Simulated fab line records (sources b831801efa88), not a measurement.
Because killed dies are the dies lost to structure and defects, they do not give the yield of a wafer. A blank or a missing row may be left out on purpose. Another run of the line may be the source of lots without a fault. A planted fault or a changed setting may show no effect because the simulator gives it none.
fab line records	flow sky130
record lots=6	wafers=18	lastDay=49
route steps=708 shown VT_ADJUST_LVTN@104 VT_ADJUST_NCORE@119 PAD_OPEN@708
lots that met no fault: taken from a fault-free run of the same line
startH: hours from the record's first day to the start of the lot's first wafer shown	waitH: hours elapsed since this lot's preceding step	" unchanged from the row above	L1.1+2: one row covering several wafers at once	- no value, or no start was given	* or withheld: withheld	< > ~ a bound
route shown NAME@n: NAME is a module with steps in the file, n the number in the route of the first one	usual: the fault-free wafers' mean and standard deviation	same: alike in all rows	chamber/n: place in a boat	sites: readings site by site	_std_site: how widely they spread, as a standard deviation	_edge_site: mean of outer sites minus mean of inner sites	radiusMm: how far each site lies from the wafer's centre	mask NAME#n: copy n	behind: the most recent tool/chamber to have shaped the wafer	hold: the reason the lot was held/the length of the hold in hours/how it ended	device: names the non-switching transistor (n, p or np)	end of line: tests run on the same wafers once the route is complete	for a step that has no rows: nothing shown but its recipe	killed: not the wafer's yield, but the dies lost to structure and defects at the first sort	map: shows each die of a wafer: x if killed, . if not, _ if none is there
set.NAME: the setting the step ran with; set.NAME@STEP: the setting that earlier step ran with	model.NAME: the simulator's own value behind a step, which no gauge read
lots at some steps of the route; a table a step, a row a wafer
services: a tool's chamber out of use, with start hour (startH, from the record's first day; less than 0 if before it), hours out, and reason
## steps
# step SKY_VT_ADJUST_LVTN_OVL_MEAS_07
# usual VT_ADJUST_LVTN_OVL=-0.2/1.5
lot.wafer	tool	chamber	startH	waitH	VT_ADJUST_LVTN_OVL[nm]
L102.2	overlay-01	-	145.71	-	-1.6
L102.4	"	-	"	"	-0.8
L102.6	"	-	"	"	0.4
L105.3	overlay-01	-	163.82	-	-0.3
L105.4	"	-	"	"	-1.0
L105.6	"	-	"	"	-0.7
L108.1	overlay-02	-	187.17	-	2.3
L108.3	"	-	"	"	2.8
L108.4	"	-	"	"	1.0
L110.1	overlay-01	-	219.11	-	-0.1
L110.2	"	-	"	"	-1.4
L110.3	"	-	"	"	-1.2
L117.1	overlay-02	-	248.61	-	1.0
L117.3	"	-	"	"	-0.8
L117.4	"	-	"	"	-0.1
L120.2	overlay-02	-	266.91	-	-1.4
L120.4	"	-	"	"	-1.7
L120.5	"	-	"	"	-2.4
# step SKY_VT_ADJUST_LVTN_IMPLANT_08
# recipe species=B	energyKev=30	doseCm2=1.57e+12	tiltDeg=withheld
# step SKY_VT_ADJUST_LVTN_STRIP_09
# recipe chemistry=O2/N2	powerW=1400	pressureMtorr=1500	platenTempC=withheld	o2FlowSccm=3000	n2FlowSccm=300	overashFraction=0.5
# usual drypumpMotorCurrentA=5.7/0.32	oesProductAu=0.723/0.0048	stripTimeToEndpointS=36.89/0.1
lot.wafer	tool	chamber	startH	waitH	drypumpMotorCurrentA	oesProductAu	rfHoursCounterH	stripTimeToEndpointS
L102.2	plasmaAsher-03	0	145.89	0.1	6.2	0.726	33	36.74
L102.4	"	1	"	"	5.9	0.724	-	36.74
L102.6	"	0	"	"	6.2	0.715	-	36.96
L105.3	plasmaAsher-01	1	164.03	0.1	5.3	0.722	-	36.73
L105.4	"	0	"	"	5.4	0.715	-	36.85
L105.6	"	0	"	"	5.4	0.722	-	36.85
L108.1	plasmaAsher-01	0	187.36	0.1	5.4	0.730	7	36.97
L108.3	"	0	"	"	5.4	0.726	-	37.02
L108.4	"	1	"	"	5.3	0.728	-	36.89
L110.1	plasmaAsher-01	1	219.29	0.1	5.3	0.730	10	36.93
L110.2	"	0	"	"	5.4	0.718	10	37.04
L110.3	"	0	"	"	5.4	0.714	-	37.00
L117.1	plasmaAsher-03	0	248.79	0.1	6.2	0.725	43	36.73
L117.3	"	0	"	"	6.2	0.726	-	36.62
L117.4	"	1	"	"	5.9	0.732	-	36.82
L120.2	plasmaAsher-04	0	267.09	0.1	5.8	0.722	59	36.99
L120.4	"	1	"	"	5.8	0.727	-	36.84
L120.5	"	0	"	"	5.8	0.727	-	36.82
# step SKY_VT_ADJUST_LVTN_TW_MEAS_10
# usual VT_ADJUST_LVTN_TW=243.2/1.2
lot.wafer	tool	chamber	startH	waitH	VT_ADJUST_LVTN_TW
L102.2	filmMetro-03	-	146.00	0.1	241.1
L102.4	"	-	"	"	241.9
L102.6	"	-	"	"	242.8
L105.3	filmMetro-01	-	164.11	0.1	242.5
L105.4	"	-	"	"	243.7
L105.6	"	-	"	"	243.1
L108.1	filmMetro-01	-	187.46	0.1	241.0
L108.3	"	-	"	"	241.3
L108.4	"	-	"	"	240.5
L110.1	filmMetro-01	-	219.41	0.1	243.5
L110.2	"	-	"	"	243.0
L110.3	"	-	"	"	243.8
L117.1	filmMetro-04	-	248.89	0.1	241.9
L117.3	"	-	"	"	241.3
L117.4	"	-	"	"	243.1
L120.2	filmMetro-03	-	267.20	0.1	242.9
L120.4	"	-	"	"	242.1
L120.5	"	-	"	"	242.6
# step SKY_VT_ADJUST_LVTN_DEHYDRATE_11
# recipe tempC=200	timeS=60
# step SKY_VT_ADJUST_LVTN_HMDS_12
# recipe primeTimeS=60	primeTempC=120
# step SKY_VT_ADJUST_LVTN_COAT_13
# recipe resist=NOVOLAK	spinRpm=3000	resistThkNm=1140
# step SKY_VT_ADJUST_LVTN_SOFTBAKE_14
# recipe tempC=90	timeS=60	resist=NOVOLAK
# step SKY_VT_ADJUST_LVTN_EXPOSE_15
# recipe maskId=HVN_STD_DERIVED	na=0.6	sourceShape=conventional	sigmaOuter=0.6	polarization=unpolarized	targetCdNm=600	doseMj=163
# step SKY_VT_ADJUST_LVTN_PEB_16
# recipe tempC=withheld	timeS=*	resist=NOVOLAK
# step SKY_VT_ADJUST_LVTN_DEVELOP_17
# recipe resist=NOVOLAK	developer=TMAH	developTimeS=60	devTempC=23
# step SKY_VT_ADJUST_LVTN_OVL_MEAS_18
# usual VT_ADJUST_LVTN_01_OVL=-0.6/1.5
lot.wafer	tool	chamber	startH	waitH	VT_ADJUST_LVTN_01_OVL[nm]
L102.2	overlay-01	-	165.86	0.1	0.2
L102.4	"	-	"	"	-1.9
L102.6	"	-	"	"	0.5
L105.3	overlay-02	-	184.63	0.1	0.1
L105.4	"	-	"	"	0.3
L105.6	"	-	"	"	-1.3
L108.1	overlay-01	-	206.71	0.1	-0.5
L108.3	"	-	"	"	-1.5
L108.4	"	-	"	"	-0.9
L110.1	overlay-01	-	241.86	0.1	-2.8
L110.2	"	-	"	"	-3.4
L110.3	"	-	"	"	-2.8
L117.1	overlay-01	-	272.22	0.1	-2.7
L117.3	"	-	"	"	-3.0
L117.4	"	-	"	"	-2.8
L120.2	overlay-02	-	291.71	0.1	0.2
L120.4	"	-	"	"	1.9
L120.5	"	-	"	"	1.1
# step SKY_VT_ADJUST_LVTN_IMPLANT_19
# recipe species=B	energyKev=30	doseCm2=6.5e+11	tiltDeg=withheld
lot.wafer	tool	chamber	startH	waitH
L102.2+4+6	implanter-01	0	165.92	0.0
L105.3+4+6	implanter-03	0	184.71	0.1
L105.3+4+6	implanter-03	0	185.03	0.3
L108.1+3+4	implanter-02	0	206.74	0.0
L110.1+2+3	implanter-02	0	241.89	0.0
L110.1+2+3	implanter-02	0	242.34	0.4
L117.1+3+4	implanter-03	0	272.26	0.0
L120.2+4+5	implanter-02	0	291.77	0.0
# step SKY_VT_ADJUST_LVTN_STRIP_20
# recipe chemistry=O2/N2	powerW=1400	pressureMtorr=1500	platenTempC=withheld	o2FlowSccm=3000	n2FlowSccm=300	overashFraction=0.5
# usual drypumpMotorCurrentA=5.7/0.35	oesProductAu=0.715/0.004	stripTimeToEndpointS=14.18/0.039
lot.wafer	tool	chamber	startH	waitH	drypumpMotorCurrentA	oesProductAu	rfHoursCounterH	stripTimeToEndpointS
L102.2	plasmaAsher-03	0	166.04	0.1	6.2	0.718	35	14.18
L102.4	"	1	"	"	5.9	0.714	-	14.22
L102.6	"	1	"	"	5.9	0.721	-	14.16
L105.3	plasmaAsher-01	0	185.16	0.1	5.4	0.721	-	14.20
L105.4	"	1	"	"	5.3	0.717	-	14.19
L105.6	"	1	"	"	5.3	0.716	-	14.12
L108.1	plasmaAsher-04	0	206.89	0.1	5.9	0.717	53	14.21
L108.3	"	1	"	"	5.8	0.707	-	14.20
L108.4	"	0	"	"	5.9	0.718	-	14.20
L110.1	plasmaAsher-01	1	242.49	0.1	5.3	0.711	12	14.16
L110.2	"	0	"	"	5.4	0.710	12	14.21
L110.3	"	0	"	"	5.4	0.714	-	14.16
L117.1	plasmaAsher-03	1	272.41	0.1	5.9	0.720	45	14.17
L117.3	"	1	"	"	5.9	0.717	-	14.20
L117.4	"	0	"	"	6.2	0.718	-	14.19
L120.2	plasmaAsher-01	0	291.89	0.1	5.4	0.721	17	14.18
L120.4	"	0	"	"	5.4	0.712	-	14.15
L120.5	"	0	"	"	5.4	0.709	-	14.17
# step SKY_VT_ADJUST_LVTN_TW_MEAS_21
# usual VT_ADJUST_LVTN_2_TW=189.2/0.78
lot.wafer	tool	chamber	startH	waitH	VT_ADJUST_LVTN_2_TW
L102.2	filmMetro-03	-	166.15	0.1	188.5
L102.4	"	-	"	"	188.6
L102.6	"	-	"	"	188.6
L105.3	filmMetro-03	-	185.25	0.1	233.2
L105.4	"	-	"	"	232.2
L105.6	"	-	"	"	232.0
L108.1	filmMetro-04	-	206.99	0.1	188.7
L108.3	"	-	"	"	188.9
L108.4	"	-	"	"	189.2
L110.1	filmMetro-04	-	242.59	0.1	228.2
L110.2	"	-	"	"	228.0
L110.3	"	-	"	"	229.2
L117.1	filmMetro-01	-	272.51	0.1	189.3
L117.3	"	-	"	"	188.8
L117.4	"	-	"	"	189.6
L120.2	filmMetro-01	-	292.00	0.1	190.0
L120.4	"	-	"	"	189.6
L120.5	"	-	"	"	190.8
# step SKY_VT_ADJUST_NCORE_DEHYDRATE_00
# recipe tempC=200	timeS=60
# step SKY_PAD_OPEN_PROBE_99
# usual killed_at_M0_to_M3=43/7.8	killed_at_M4_up=3.2/1.7	killedAtContacts=24/5.2	killedAtFrontEnd=15/4.5	killedAtOther=0.4/0.65	killedDies=87/9.1	killedOpen=47/7.3	killedShort=40/6.5
# same grossDies=492	killedAtBackSide=0
lot.wafer	tool	chamber	startH	waitH	killed_at_M0_to_M3	killed_at_M4_up	killedAtContacts	killedAtFrontEnd	killedAtOther	killedDies	killedOpen	killedShort	model.etest.pfet_16v.rOnOhmUm	model.etest.resPwellUnderGate.rsOhmSq	model.etest.nfetG5v0d10v5.rOnOhmUm	model.etest.tip_n_5v.rsOhmSq	model.etest.nfetG5v0d10v5.driveUaUm	model.etest.nfet_16v.driveUaUm	model.etest.pfet_16v.driveUaUm	model.etest.ring_5v.delayPs
L102.2	prober-02	-	1070.28	0.1	62	4	19	13	1	99	56	43	1.539e+04	2310	1928	1378	585.5	214.4	236.3	45.6
L102.4	prober-02	-	1070.38	0.2	44	0	20	19	0	83	51	32	1.554e+04	2290	1955	1380	585.5	213.8	232.8	45.55
L102.6	prober-02	-	1070.48	0.2	45	5	34	23	0	107	54	53	1.588e+04	2288	1943	1383	587	210.8	232.8	45.41
L105.3	prober-01	-	1091.08	0.2	46	1	24	11	0	82	43	39	1.526e+04	2157	1911	1436	591.9	213.2	253.2	45.63
L105.4	prober-01	-	1091.13	0.2	45	1	21	15	0	82	44	38	1.478e+04	2159	1886	1432	601.7	219.6	258.5	44.87
L105.6	prober-01	-	1091.23	0.2	36	3	21	24	0	84	57	27	1.471e+04	2173	1881	1436	600.6	217.8	258	45.42
L108.1	prober-02	-	1114.57	0.1	26	3	33	16	0	78	42	36	1.498e+04	2275	1874	1376	605.3	218.6	245.9	44.3
L108.3	prober-02	-	1114.67	0.2	42	1	25	28	0	96	50	46	1.503e+04	2279	1892	1371	602	219.8	246.8	44.46
L108.4	prober-02	-	1114.72	0.2	42	3	32	14	0	91	43	48	1.501e+04	2288	1893	1357	595	216.8	244.5	44.91
L110.1	prober-02	-	1142.17	0.1	40	4	29	18	1	92	49	42	1.476e+04	2161	1946	1446	576.2	209.6	252.9	46.19
L110.2	prober-02	-	1142.22	0.1	49	3	21	18	0	91	52	39	1.481e+04	2182	1972	1447	567.2	206.4	251.4	46.49
L110.3	prober-02	-	1142.27	0.2	53	4	24	18	2	101	60	40	1.493e+04	2178	1948	1444	571.6	208.7	251.5	45.57
L117.1	prober-01	-	1169.18	0.1	44	3	27	15	0	89	53	36	1.502e+04	2293	1885	1393	610.7	223.8	247.7	44.71
L117.3	prober-01	-	1169.28	0.2	43	5	23	19	0	90	45	45	1.53e+04	2293	1856	1382	614.2	222.6	242.3	44.26
L117.4	prober-01	-	1169.33	0.2	54	1	22	18	0	95	45	50	1.516e+04	2296	1880	1385	616.3	224.5	244.9	44.3
L120.2	prober-02	-	1187.34	0.1	42	4	26	14	0	86	55	31	1.515e+04	2280	1895	1393	601.8	223.1	241.8	44.91
L120.4	prober-02	-	1187.44	0.2	47	7	19	10	0	83	48	35	1.494e+04	2292	1872	1392	600.3	223.2	240.8	44.22
L120.5	prober-02	-	1187.49	0.2	48	5	24	13	0	90	50	40	1.506e+04	2301	1867	1373	608.1	226.2	242	44.31
# killed by level:class
L102.2 VIA2:geometricParticle:open=11 VIA3:geometricParticle:open=11 VIA1:geometricParticle:open=9 METAL1:geometricParticle:short=9 VIA1:geometricParticle:short=6 FIELD_ISO:geometricParticle:open=5 LI_CONTACT:geometricParticle:open=5 LOCAL_INTERCONNECT:geometricParticle:short=5
L102.4 VIA3:geometricParticle:open=11 CONTACT:geometricParticle:open=9 POLY_GATE:geometricParticle:open=8 VIA1:geometricParticle:open=8 VIA1:geometricParticle:short=5 VIA2:geometricParticle:short=4 METAL2:geometricParticle:short=4 VIA2:geometricParticle:open=4
L102.6 VIA1:geometricParticle:open=13 LI_CONTACT:geometricParticle:open=10 CONTACT:geometricParticle:open=10 CONTACT:geometricParticle:short=8 POLY_GATE:geometricParticle:short=8 FIELD_ISO:geometricParticle:short=7 VIA1:geometricParticle:short=7 VIA3:geometricParticle:open=6
L105.3 METAL2:geometricParticle:short=10 VIA1:geometricParticle:open=9 VIA2:geometricParticle:open=9 LI_CONTACT:geometricParticle:open=8 CONTACT:geometricParticle:open=8 LOCAL_INTERCONNECT:geometricParticle:short=5 VIA3:geometricParticle:short=4 METAL1:geometricParticle:short=3
L105.4 VIA1:geometricParticle:open=14 VIA1:geometricParticle:short=9 FIELD_ISO:geometricParticle:open=6 LI_CONTACT:geometricParticle:open=6 METAL1:geometricParticle:short=6 METAL2:geometricParticle:short=5 CONTACT:geometricParticle:open=5 CONTACT:geometricParticle:short=4
L105.6 VIA1:geometricParticle:open=12 POLY_GATE:geometricParticle:open=8 VIA2:geometricParticle:open=8 FIELD_ISO:geometricParticle:open=7 LI_CONTACT:geometricParticle:open=7 CONTACT:geometricParticle:open=6 FIELD_ISO:geometricParticle:short=4 LI_CONTACT:geometricParticle:short=3
L108.1 CONTACT:geometricParticle:open=10 CONTACT:geometricParticle:short=7 LI_CONTACT:geometricParticle:open=6 VIA1:geometricParticle:open=6 FIELD_ISO:geometricParticle:open=5 LOCAL_INTERCONNECT:geometricParticle:short=5 FIELD_ISO:geometricParticle:short=4 POLY_GATE:geometricParticle:open=4
L108.3 CONTACT:geometricParticle:open=12 VIA1:geometricParticle:short=8 VIA1:geometricParticle:open=8 FIELD_ISO:geometricParticle:open=7 CONTACT:geometricParticle:short=7 METAL1:geometricParticle:short=7 FIELD_ISO:geometricParticle:short=6 VIA3:geometricParticle:open=6
L108.4 VIA1:geometricParticle:open=10 LI_CONTACT:geometricParticle:open=9 CONTACT:geometricParticle:open=9 LOCAL_INTERCONNECT:geometricParticle:short=8 VIA3:geometricParticle:open=8 METAL1:geometricParticle:short=6 METAL2:geometricParticle:short=6 LI_CONTACT:geometricParticle:short=5
L110.1 CONTACT:geometricParticle:open=13 CONTACT:geometricParticle:short=7 VIA1:geometricParticle:open=7 POLY_GATE:geometricParticle:open=5 METAL2:geometricParticle:short=5 VIA2:geometricParticle:short=5 POLY_GATE:geometricParticle:short=4 LI_CONTACT:geometricParticle:open=4
L110.2 VIA1:geometricParticle:open=10 VIA2:geometricParticle:open=10 FIELD_ISO:geometricParticle:open=7 VIA3:geometricParticle:open=6 CONTACT:geometricParticle:short=6 METAL1:geometricParticle:short=6 LI_CONTACT:geometricParticle:open=5 CONTACT:geometricParticle:open=5
L110.3 VIA1:geometricParticle:open=18 VIA2:geometricParticle:open=11 CONTACT:geometricParticle:open=9 LI_CONTACT:geometricParticle:short=6 CONTACT:geometricParticle:short=6 VIA3:geometricParticle:open=6 POLY_GATE:geometricParticle:short=5 VIA1:geometricParticle:short=4
L117.1 VIA1:geometricParticle:open=13 VIA2:geometricParticle:open=11 CONTACT:geometricParticle:open=9 FIELD_ISO:geometricParticle:short=6 LI_CONTACT:geometricParticle:open=6 VIA1:geometricParticle:short=6 CONTACT:geometricParticle:short=5 VIA3:geometricParticle:open=4
L117.3 VIA1:geometricParticle:open=14 CONTACT:geometricParticle:open=8 METAL2:geometricParticle:short=8 CONTACT:geometricParticle:short=6 LI_CONTACT:geometricParticle:open=5 VIA3:geometricParticle:open=5 VIA1:geometricParticle:short=5 VIA3:geometricParticle:short=5
L117.4 CONTACT:geometricParticle:open=11 METAL2:geometricParticle:short=11 VIA1:geometricParticle:short=9 VIA3:geometricParticle:open=8 FIELD_ISO:geometricParticle:open=6 METAL1:geometricParticle:short=6 VIA1:geometricParticle:open=6 VIA2:geometricParticle:open=5
L120.2 VIA1:geometricParticle:open=14 VIA2:geometricParticle:open=10 CONTACT:geometricParticle:open=8 FIELD_ISO:geometricParticle:open=5 LI_CONTACT:geometricParticle:open=5 LOCAL_INTERCONNECT:geometricParticle:short=5 VIA3:geometricParticle:open=5 CONTACT:geometricParticle:short=4
L120.4 VIA3:geometricParticle:open=10 CONTACT:geometricParticle:open=8 VIA1:geometricParticle:open=8 VIA2:geometricParticle:open=8 METAL4:geometricParticle:short=7 METAL2:geometricParticle:short=7 VIA1:geometricParticle:short=5 LI_CONTACT:geometricParticle:open=4
L120.5 CONTACT:geometricParticle:open=11 VIA1:geometricParticle:open=11 METAL1:geometricParticle:short=7 VIA3:geometricParticle:open=7 METAL2:geometricParticle:short=6 VIA2:geometricParticle:open=6 VIA3:geometricParticle:short=5 FIELD_ISO:geometricParticle:open=4
## services
tool	chamber	startH	hours	kind
implanter-03	-	126.87	1.7	repair
implanter-02	-	148.50	4.3	pm
implanter-02	-	163.51	24.8	pm
implanter-03	-	171.25	0.7	repair
plasmaAsher-04	-	174.69	1.4	repair
plasmaAsher-04	-	178.73	0.9	repair
plasmaAsher-03	-	187.37	1.5	repair
implanter-01	-	192.82	4.2	repair
plasmaAsher-04	-	270.77	15.6	pm
plasmaAsher-03	-	289.41	14.6	pm
## key
firstSign step=SKY_VT_ADJUST_LVTN_IMPLANT_19	reading=visit	direction=added
effect step=SKY_VT_ADJUST_LVTN_TW_MEAS_21	reading=VT_ADJUST_LVTN_2_TW	direction=up	sigmas=53	usual=189.2	struck=230.4
modelEffect step=SKY_PAD_OPEN_PROBE_99	value=etest.pfet_16v.rOnOhmUm	without=1.532e+04	struck=1.487e+04
metAt SKY_VT_ADJUST_LVTN_IMPLANT_19
struckWafers L105.3,L105.4,L105.6,L110.1,L110.2,L110.3
testerLeftOut L105,L110
fault kind=repeatedStepWhole	tool=implanter-01,implanter-02,implanter-03	chamber=-	onsetH=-	steps=SKY_VT_ADJUST_LVTN_IMPLANT_19	times=1	scope=struckLotsOnly
# testerLeftOut: of these lots the tester's yield and bins aren't shown, on N5 and GAA mostly nor the transistor test; their killed dies are dies lost to structure and defects alone, not to doping, threshold or leakage, so they don't give the yield
